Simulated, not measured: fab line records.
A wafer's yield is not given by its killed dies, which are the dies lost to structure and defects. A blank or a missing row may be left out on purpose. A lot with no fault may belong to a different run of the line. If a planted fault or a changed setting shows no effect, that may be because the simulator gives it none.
A struck lot beside a sound one / flow gf180mcu / 20 steps out of a route of 602
Sound: these wafers, L840.1, L840.4, L840.6. Wafers struck: L852.1, L852.4, L852.5. Last of all comes the cause.
Order at every step that has rows: each side's tool, ch and its chambers, its first start. Under that, the readings that differ: sound wafers / struck wafers / difference of the means / sigmas: that difference in standard deviations of wafers without a fault.
alike: readings whose means differ by less than 2 such deviations, and words and numbers that are the same on both sides. not compared: withheld readings, readings that some wafer has no value for, bounds like >300 that may hide the same value, and numbers for which the record gives no deviation and whose values overlap.
A row with sigmas, a row that says differs or no value, or rows on one side alone: a step with any of these is where the two part. When numbers do not overlap yet have no deviation, they are printed without sigmas and do not part them. A reading that every wafer of one side lacks parts them only if that side has two wafers or more.

first, 1 step without rows for these wafers: GF_NSD_IMPLANT_10.
GF_NSD_STRIP_11: strips in O2/N2.
  sound on plasmaAsher-02 ch 0,1, day 13 10:01; struck on plasmaAsher-02 ch 0,1, day 17 23:25
reading=stripTimeToEndpointS (s); sound=22.92 22.89 22.91; struck=23.06 23.03 22.99; difference=+0.12; sigmas=+3
  alike: drypumpMotorCurrentA, heaterPowerW, oesProductAu, platenTempC
  not compared: rfHoursCounterH
GF_NSD_TW_MEAS_12:
  sound on filmMetro-04 at day 13 10:07; struck on filmMetro-04 at day 17 23:31
  alike: NSD_TW
then, 7 steps without rows for these wafers: GF_PSD_DEHYDRATE_00 (time 60 s); GF_PSD_HMDS_01 (prime time 60 s); GF_PSD_COAT_02 (resist thk 1000 nm); GF_PSD_SOFTBAKE_03 (time 60 s); GF_PSD_EXPOSE_04 (exposes mask Pplus, target cd 400 nm); GF_PSD_PEB_05; GF_PSD_DEVELOP_06 (develop time 60 s).
GF_PSD_CD_MEAS_07 targets a cd of 400 nm.
  sound on cdSem-02 at day 14 06:31; struck on cdSem-02 at day 18 22:04
  alike: cdNm
GF_PSD_OVL_MEAS_08:
  sound on overlay-02 at day 14 06:38; struck on overlay-01 at day 18 22:11
  alike: PSD_OVL
GF_PSD_IMPLANT_09:
  sound on implanter-03 ch 0, day 14 06:40; struck on implanter-02 ch 0, day 18 22:13
reading=implantIonAmu; sound=49 49 49; struck=75 75 75; difference=+26; sigmas=
reading=model.implant.drpNm (nm); sound=15.87 15.87 15.87; struck=11.92 11.92 11.92; difference=-3.95; sigmas=
reading=model.implant.rpNm (nm); sound=30.02 30.02 30.02; struck=26.87 26.87 26.87; difference=-3.15; sigmas=
  alike: beamEnergyKeV, faradayCurrentUA
GF_PSD_STRIP_10: strips in O2/N2.
  sound on plasmaAsher-02 ch 0, day 14 06:49; struck on plasmaAsher-03 ch 0,1, day 18 22:22
reading=heaterPowerW (W); sound=394 399 387; struck=301 301 334; difference=-81; sigmas=-3
reading=stripTimeToEndpointS (s); sound=16.51 16.52 16.50; struck=16.66 16.63 16.60; difference=+0.12; sigmas=+3
  alike: drypumpMotorCurrentA, oesProductAu, platenTempC
  not compared: rfHoursCounterH
GF_PSD_TW_MEAS_11:
  sound on filmMetro-04 at day 14 06:55; struck on filmMetro-02 at day 18 22:28
reading=PSD_TW; sound=3220 3229 3230; struck=3673 3700 3683; difference=+459; sigmas=+18
then, 1 step without rows for these wafers: GF_PSD_CLEAN_12 (cleans in SC1/SC2, time 150 s).
GF_PSD_RTA_13: time 20 s.
  sound on rtpAnneal-01 ch 0, day 14 07:01; struck on rtpAnneal-01 ch 0, day 18 22:35
  alike: lampPowerPct, wafer_temp_C_max
GF_PSD_RS_MEAS_14: measurement is done with a four-point probe.
  sound on filmMetro-02 at day 14 07:06; struck on filmMetro-04 at day 18 22:40
  alike: NSD_RS
GF_PSD_RS_MEAS_15: measurement is done with a four-point probe.
  sound on filmMetro-02 at day 14 07:13; struck on filmMetro-04 at day 18 22:47
reading=PSD_RS (ohm/sq); sound=108.62 108.05 108.19; struck=52.12 52.22 52.12; difference=-56.13; sigmas=-99 or more
GF_SAB_CVD_00: deposits SiO2 from TEOS, target thk 50 nm, time 4.9302 s.
  sound on pecvd-04 ch 1,2, day 14 07:20; struck on pecvd-03 ch 0,1, day 18 22:54
  alike: heaterPowerW, rfFwdPowerW
  not compared: sinceWetCleanH

== WHERE THEY PART ==
First at GF_NSD_STRIP_11; last, within this record, at GF_PSD_RS_MEAS_15. Later steps at which nothing parts them and some readings are alike: GF_SAB_CVD_00.

WHY: what the simulator had put in
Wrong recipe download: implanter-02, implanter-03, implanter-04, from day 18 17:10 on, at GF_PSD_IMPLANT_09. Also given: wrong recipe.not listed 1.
